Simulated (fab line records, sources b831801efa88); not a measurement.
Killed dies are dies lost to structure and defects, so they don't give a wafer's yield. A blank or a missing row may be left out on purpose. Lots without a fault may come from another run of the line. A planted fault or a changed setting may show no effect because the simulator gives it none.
Which tool did it? | flow gf180mcu | 11 lots, 33 wafers sampled, at 2 steps of a route of 602

WHAT THE GAUGES READ, wafer by wafer
GF_VT_IMPLANT_OVL_MEAS_18.
lot  | measured     | on         | VT_IMPLANT_01_OVL (nm)
L715 | day 6 13:49  | overlay-01 | 1.6 2.1 0.1
L722 | day 8 05:52  | overlay-02 | -2.7 -1.7 -2.1
L723 | day 8 18:37  | overlay-02 | - - -
L727 | day 9 17:38  | overlay-02 | 0.6 0.3 0.8
L729 | day 10 05:19 | overlay-01 | 0.8 0.0 1.0
L730 | day 10 10:47 | overlay-02 | -1.6 -0.9 -0.5
L731 | day 10 18:11 | overlay-02 | -0.9 -2.7 -1.4
L732 | day 11 00:10 | overlay-01 | 2.9 2.9 2.4
L733 | day 11 07:48 | overlay-01 | 1.9 2.0 0.4
L734 | day 11 13:23 | overlay-02 | -0.6 1.4 3.3
L737 | day 12 07:25 | overlay-02 | 2.5 1.6 0.2

WHICH TOOL RAN EACH LOT (tool, then ch and the chambers of the sampled wafers, then the start)
lot  | GF_VT_IMPLANT_EXPOSE_15
L715 | iline_stepper-02 ch 0, day 6 06:40
L722 | iline_stepper-01 ch 0, day 7 22:00
L723 | iline_stepper-01 ch 0, day 8 10:44
L727 | iline_stepper-02 ch 0, day 9 09:42
L729 | iline_stepper-02 ch 0, day 9 20:40
L730 | iline_stepper-02 ch 0, day 10 01:40
L731 | iline_stepper-01 ch 0, day 10 09:06
L732 | iline_stepper-02 ch 0, day 10 15:03
L733 | iline_stepper-01 ch 0, day 10 22:18
L734 | iline_stepper-01 ch 0, day 11 04:41
L737 | iline_stepper-01 ch 0, day 11 21:44
- GF_VT_IMPLANT_EXPOSE_15: exposes mask Nwell LV AREA, target cd 860 nm.

THE ANSWER, worked out from the rows above alone
Rule: what is usual is taken from the lots themselves. Put in order of their means at a reading, lots are off if they are a third of the lots or fewer, leave a main group of 4 or more, and stand apart from it by a gap of 3 or more times the standard deviation of the main group's means; of several such gaps the widest counts. A main group whose means are all the same, to the digits that the tables above print for the reading, isn't used. A lot without any number at a reading at which 4 lots or more have one is off too. The other lots that the step has rows for count as sound.
Off: L723, at GF_VT_IMPLANT_OVL_MEAS_18 (VT_IMPLANT_01_OVL). Without a number there: L723. The main group: mean 0.5 nm, standard deviation 1.5.
A tool fits if, at a process step before that reading, it ran every lot that is off, and no sound lot after the first of them. The gauges at GF_VT_IMPLANT_OVL_MEAS_18 are tried like those tools. None of those tried fits.

WHAT THE SIMULATOR HAD PUT IN
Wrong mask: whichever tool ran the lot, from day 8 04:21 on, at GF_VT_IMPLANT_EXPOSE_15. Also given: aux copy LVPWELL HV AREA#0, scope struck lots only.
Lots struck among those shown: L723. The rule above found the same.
